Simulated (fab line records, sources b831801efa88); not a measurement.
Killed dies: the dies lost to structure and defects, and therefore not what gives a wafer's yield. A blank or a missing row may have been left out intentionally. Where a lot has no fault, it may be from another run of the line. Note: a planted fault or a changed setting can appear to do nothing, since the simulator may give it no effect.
Which tool did it?    flow sky130    12 lots, 36 wafers sampled, at 5 steps of a route of 708

== WHAT THE GAUGES READ, wafer by wafer ==
SKY_SONOS_ONO_THK_MEAS_01.
lot   measured      on             SONOS_ONO_OXIDATION_THK (nm)
L892  day 11 14:52  film-metro-04  2.60 2.55 2.58
L893  day 11 23:28  film-metro-04  2.61 2.64 2.53
L894  day 12 14:15  film-metro-01  2.63 2.63 2.61
L896  day 13 04:28  film-metro-01  2.58 2.57 2.53
L900  day 14 07:53  film-metro-02  2.64 2.52 2.62
L901  day 14 18:40  film-metro-04  3.26 3.21 3.26
L902  day 15 05:46  film-metro-02  3.15 3.17 3.17
L906  day 16 10:18  film-metro-04  2.57 2.57 2.49
L911  day 18 04:59  film-metro-02  2.60 2.53 2.57
L912  day 18 06:21  film-metro-01  2.59 2.56 2.56
L913  day 18 18:02  film-metro-04  2.49 2.48 2.61
L914  day 19 02:10  film-metro-04  2.56 2.63 2.60

SKY_LI_CONTACT_THK_MEAS_23: measures by xrf.
lot   measured      on             LI_CONTACT_W_THK (nm)
L892  day 29 08:21  film-metro-04  417 413 416
L893  day 29 19:57  film-metro-01  398 409 402
L894  day 30 12:36  film-metro-04  412 421 413
L896  day 31 01:55  film-metro-04  411 414 415
L900  day 32 06:55  film-metro-01  406 404 410
L901  day 32 17:55  film-metro-03  410 404 411
L902  day 33 05:43  film-metro-03  409 412 411
L906  day 34 04:35  film-metro-03  398 408 412
L911  day 35 16:38  film-metro-04  403 410 408
L912  day 35 23:46  film-metro-04  409 415 411
L913  day 36 07:37  film-metro-04  408 409 403
L914  day 36 12:47  film-metro-04  405 409 414

SKY_CONTACT_RS_MEAS_25: a four-point-probe measurement.
lot   measured      on             CONTACT_W_RS (ohm/sq)
L892  day 31 18:26  film-metro-01  0.343 0.342 0.343
L893  day 32 06:01  film-metro-02  0.336 0.344 0.338
L894  day 32 22:14  film-metro-01  0.340 0.340 0.346
L896  day 33 11:09  film-metro-02  0.343 0.337 0.336
L900  day 34 15:01  film-metro-01  0.335 0.341 0.336
L901  day 35 00:51  film-metro-01  0.339 0.348 0.340
L902  day 35 13:10  film-metro-02  0.337 0.344 0.337
L906  day 36 11:28  film-metro-01  0.341 0.335 0.341
L911  day 37 23:25  film-metro-02  0.340 0.339 0.342
L912  day 38 05:46  film-metro-02  0.338 0.340 0.341
L913  day 38 14:34  film-metro-02  0.342 0.342 0.338
L914  day 38 19:26  film-metro-01  0.342 0.336 0.341

== WHAT TOOL EACH LOT RAN ON (gives the tool, then ch and the chambers of the sampled wafers, and finally the start) ==
lot   SKY_SONOS_ONO_OXIDATION_00     SKY_CONTACT_CVD_24
L892  furnace-01 ch 0, day 11 13:30  cvd-w-01 ch 0, day 31 18:19
L893  furnace-01 ch 0, day 11 22:05  cvd-w-02 ch 0,1, day 32 05:55
L894  furnace-02 ch 0, day 12 12:54  cvd-w-02 ch 0,1, day 32 22:06
L896  furnace-02 ch 0, day 13 03:07  cvd-w-02 ch 0,1, day 33 11:01
L900  furnace-01 ch 0, day 14 06:31  cvd-w-01 ch 0,1, day 34 14:52
L901  furnace-01 ch 0, day 14 17:18  cvd-w-02 ch 0,1, day 35 00:43
L902  furnace-01 ch 0, day 15 04:24  cvd-w-01 ch 0,1, day 35 13:03
L906  furnace-02 ch 0, day 16 08:57  cvd-w-02 ch 0,1, day 36 11:22
L911  furnace-02 ch 0, day 18 03:38  cvd-w-01 ch 0,1, day 37 23:18
L912  furnace-02 ch 0, day 18 04:59  cvd-w-01 ch 0,1, day 38 05:39
L913  furnace-01 ch 0, day 18 16:41  cvd-w-02 ch 0,1, day 38 14:26
L914  furnace-02 ch 0, day 19 00:49  cvd-w-01 ch 0,1, day 38 19:19
- SKY_SONOS_ONO_OXIDATION_00: stabilise 600 s, purge 300 s, target thk 2.6 nm.
- SKY_CONTACT_CVD_24: deposits W, target thk 340 nm, time 102.12 s.

== AS READ BY THE TOOLS THEMSELVES (means over the sampled wafers that have a number; for cases with no such wafer, the mark the record gives instead) ==
SKY_SONOS_ONO_OXIDATION_00.
lot   tool        spike-tc-bottom-C (C)  spike-tc-centre-C (C)  spike-tc-lower-C (C)  spike-tc-top-C (C)  spike-tc-upper-C (C)  tube-center-temp-C (C)  tube_center_temp_C_max
L892  furnace-01  821.0                  801.4                  800.6                 812.7               801.9                 800                     802.2
L893  furnace-01  821.5                  801.6                  799.7                 813.1               800.9                 800                     801.9
L894  furnace-02  827.1                  799.9                  802.5                 813.7               799.7                 800                     801.9
L896  furnace-02  826.1                  799.9                  801.3                 814.1               799.9                 800                     802.1
L900  furnace-01  820.2                  801.9                  801.3                 813.2               802.3                 800                     801.9
L901  furnace-01  837.5                  818.3                  816.8                 828.0               816.5                 816                     817.5
L902  furnace-01  837.2                  818.5                  816.9                 828.2               817.9                 816                     817.7
L906  furnace-02  826.7                  800.7                  801.1                 815.3               801.2                 800                     802.1
L911  furnace-02  826.1                  800.8                  801.4                 814.2               800.2                 800                     802.0
L912  furnace-02  827.0                  799.2                  802.1                 813.9               799.8                 800                     802.0
L913  furnace-01  820.9                  802.1                  802.2                 813.4               801.7                 800                     801.9
L914  furnace-02  826.4                  800.0                  801.3                 814.4               799.8                 800                     802.1

SKY_CONTACT_CVD_24.
lot   tool      heater-power-w (W)
L892  cvd-w-01  796
L893  cvd-w-02  915
L894  cvd-w-02  935
L896  cvd-w-02  937
L900  cvd-w-01  812
L901  cvd-w-02  929
L902  cvd-w-01  812
L906  cvd-w-02  914
L911  cvd-w-01  814
L912  cvd-w-01  820
L913  cvd-w-02  918
L914  cvd-w-01  841

== THE ANSWER, worked out from the rows above alone ==
Rule: usual is defined by the lots themselves. The widest of any qualifying gaps counts: lots, ordered by their means at a reading, are off when they make up no more than a third of the lots, leave a main group of 4 or more, and stand apart from it by 3 or more times the standard deviation of that group's means. The tables above print the reading to a certain number of digits; a main group whose means all agree to those digits is not used. Also off: a lot with no number at a reading for which 4 or more lots have one. The other lots that the step has rows for count as sound. First the gauges in route order, then the tools' own readings, where a lot's mean is used as printed above. The first step at which some lot is off is used, and at that step the reading that is off furthest; a lot without a number counts as furthest.
Off: at SKY_SONOS_ONO_THK_MEAS_01 (SONOS_ONO_OXIDATION_THK), L901, L902. The main group: mean 2.58 nm, standard deviation 0.027.
A tool fits if, at a process step before that reading, it ran every lot that is off, and no sound lot after the first of them. Not tried: the gauges at SKY_SONOS_ONO_THK_MEAS_01; whatever is off there is also off at SKY_SONOS_ONO_OXIDATION_00, on other tools, and gauge error can't account for it. None of those tried fits.

== WHAT THE SIMULATOR HAD INSERTED ==
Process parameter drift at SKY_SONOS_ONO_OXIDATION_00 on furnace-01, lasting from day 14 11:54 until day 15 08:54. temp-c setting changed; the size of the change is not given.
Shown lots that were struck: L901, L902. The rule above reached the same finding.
